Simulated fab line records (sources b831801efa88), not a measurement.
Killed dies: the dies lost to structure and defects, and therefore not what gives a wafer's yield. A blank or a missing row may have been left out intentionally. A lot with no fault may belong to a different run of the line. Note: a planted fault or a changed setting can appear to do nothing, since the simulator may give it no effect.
One fault through the eyes of 2 desks + flow sky130 + each desk has only its own numbers; what lay behind them comes last

## AT THE METROLOGY DESK
What the gauges read, lot by lot, whatever tool the lot ran on: means of the sampled wafers that have a number. Any lot whose mean is over 4 standard deviations away from the usual mean is out of limits and marked OUT; that distance is given in the brackets.
Columns: A = cd-nm at SKY_VIA2_CD_MEAS_12, usual 199.8 nm; B = VIA2_OVL at SKY_VIA2_OVL_MEAS_13, usual 5 nm; C = VIA2_W_RS at SKY_VIA2_RS_MEAS_22, usual 0.273 ohm/sq; D = VIA2_W_THK at SKY_VIA2_THK_MEAS_23, usual 422 nm
| lot  | first seen here | A     | B | C     | D   |
|------|-----------------|-------|---|-------|-----|
| L678 | day 38 18:52    | 199.5 | 1 | 0.269 | 432 |
| L679 | day 38 20:22    | 199.3 | 5 | 0.266 | 428 |
| L680 | day 39 07:40    | 197.4 | 6 | 0.271 | 421 |
| L688 | day 41 14:43    | 197.0 | 7 | 0.271 | 417 |
| L692 | day 42 14:54    | 200.5 | 2 | 0.271 | 429 |
| L691 | day 42 20:10    | 199.1 | 9 | 0.270 | 421 |
| L694 | day 43 06:24    | 200.3 | 3 | 0.272 | 416 |
Result from this desk: across the 7 lots, nothing is out of limits.

## THE TOOL OWNER'S DESK: cmp-01
The tool's own readings at SKY_VIA2_CMP_24 (polishes, stops on SiO2, t overpolish 20 s, target thk 0 nm): means of the sampled wafers that have a number, for each lot that ran on this tool. Any lot whose mean is over 4 standard deviations away from the usual mean is out of limits and marked OUT; that distance is given in the brackets.
Columns: A = edge-zone-pressure-frac at SKY_VIA2_CMP_24, usual 1.001; B = head-pressure-psi at SKY_VIA2_CMP_24, usual 3.501 psi; C = motor-current-A at SKY_VIA2_CMP_24, usual 11.4 A; D = overpolish-run-s at SKY_VIA2_CMP_24, usual 20.000 s; E = time-to-endpoint-s at SKY_VIA2_CMP_24, usual 103 s
| lot  | first seen here | A     | B     | C    | D      | E   |
|------|-----------------|-------|-------|------|--------|-----|
| L692 | day 42 16:14    | 0.999 | 3.503 | 11.0 | 19.999 | 102 |
This desk's finding: nothing out of limits on the one lot.

## BROUGHT TOGETHER
At the metrology desk, nothing out of limits was observed.
Nothing out of limits was seen by the tool owner's desk.

## WHAT WAS PUT IN BY THE SIMULATOR
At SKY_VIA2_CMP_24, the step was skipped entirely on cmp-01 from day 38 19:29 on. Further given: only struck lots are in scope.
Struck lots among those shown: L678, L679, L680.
